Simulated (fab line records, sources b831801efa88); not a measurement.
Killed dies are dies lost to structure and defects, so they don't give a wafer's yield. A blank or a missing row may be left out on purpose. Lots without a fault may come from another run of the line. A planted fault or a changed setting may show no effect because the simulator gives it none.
A struck lot beside a sound one | flow gf180mcu | 14 steps out of a route of 602
Sound: wafers L788.1, L788.3, L788.5. Struck: wafers L802.1, L802.2, L802.4. The cause comes at the end.
At each step with rows: each side's tool, then ch and its chambers, then its first start. Under that, the readings that differ: sound wafers | struck wafers | difference of the means | sigmas: that difference in standard deviations of wafers without a fault.
alike: readings whose means differ by less than 2 such deviations, and words and numbers that are the same on both sides. not compared: withheld readings, readings that some wafer has no value for, bounds like >300 that may hide the same value, and numbers for which the record gives no deviation and whose values overlap.
The two part at a step that has a row with sigmas, a row that says differs or no value, or rows on one side only. Numbers that don't overlap but have no deviation are shown without sigmas and don't part them. A reading that every wafer of one side lacks parts them only if that side has two wafers or more.

GF_VT_IMPLANT_STRIP_42: strips in O2/N2.
  sound on plasma_asher-03 ch 0,1, day 8 19:55; struck on plasma_asher-02 ch 0,1, day 13 01:08
  reading                      | sound             | struck            | difference | sigmas
  drypump_motor_current_A (A)  | 5.82 5.47 5.46    | 5.97 6.16 6.19    | +0.52      | +2
  strip_time_to_endpoint_s (s) | 12.51 12.54 12.56 | 12.68 12.66 12.67 | +0.13      | +3
  alike: heater_power_w, oes_product_au
  not compared: rf_hours_counter_h
GF_VT_IMPLANT_TW_MEAS_43:
  sound on film_metro-01, day 8 20:01; struck on film_metro-04, day 13 01:14
  alike: VT_IMPLANT_4_TW
then, 1 step without rows for these wafers: GF_VT_IMPLANT_CLEAN_44 (cleans in SC1/SC2, time 150 s).
GF_VT_IMPLANT_RTA_45: time 30 s.
  sound on rtp_anneal-01 ch 0, day 8 20:08; struck on rtp_anneal-01 ch 0, day 13 01:22
  alike: lamp_power_pct, wafer_temp_C_max
GF_VT_IMPLANT_RS_MEAS_46: measures by four-point-probe.
  sound on film_metro-01, day 8 20:20; struck on film_metro-03, day 13 01:28
  alike: MVSD_RS
GF_VT_IMPLANT_RS_MEAS_47: measures by four-point-probe.
  sound on film_metro-01, day 8 20:27; struck on film_metro-03, day 13 01:35
  alike: NWELL_RS
GF_VT_IMPLANT_RS_MEAS_48: measures by four-point-probe.
  sound on film_metro-01, day 8 20:34; struck on film_metro-03, day 13 01:42
  alike: LVPWELL_RS
GF_VT_IMPLANT_RS_MEAS_49: measures by four-point-probe.
  sound on film_metro-01, day 8 20:41; struck on film_metro-03, day 13 01:49
  alike: MVPSD_RS
then, 4 steps without rows for these wafers: GF_VT_IMPLANT_WET_ETCH_50 (etches SiO2 in dHF, target depth 20 nm, time 400 s); GF_DUAL_GATE_CLEAN_00 (cleans in SC1/SC2, time 150 s); GF_DUAL_GATE_CLEAN_01 (cleans in dHF, time 20 s); GF_DUAL_GATE_OXIDATION_02 (stabilise 600 s, purge 300 s, target thk 10.887 nm).
GF_DUAL_GATE_THK_MEAS_03:
  sound on film_metro-02, day 8 23:25; struck on film_metro-04, day 13 04:07
  reading                         | sound             | struck            | difference | sigmas
  DUAL_GATE_OXIDATION_00_THK (nm) | 10.96 10.87 10.96 | 11.55 11.42 11.45 | +0.54      | +3
  not compared: hold
GF_PASSIVATION_PROBE_99:
  the record has rows for the sound wafers here (prober-01, day 30 13:58) and none for the struck ones

WHERE THEY PART
First at GF_VT_IMPLANT_STRIP_42; last, within this record, at GF_PASSIVATION_PROBE_99.

WHY: what the simulator had put in
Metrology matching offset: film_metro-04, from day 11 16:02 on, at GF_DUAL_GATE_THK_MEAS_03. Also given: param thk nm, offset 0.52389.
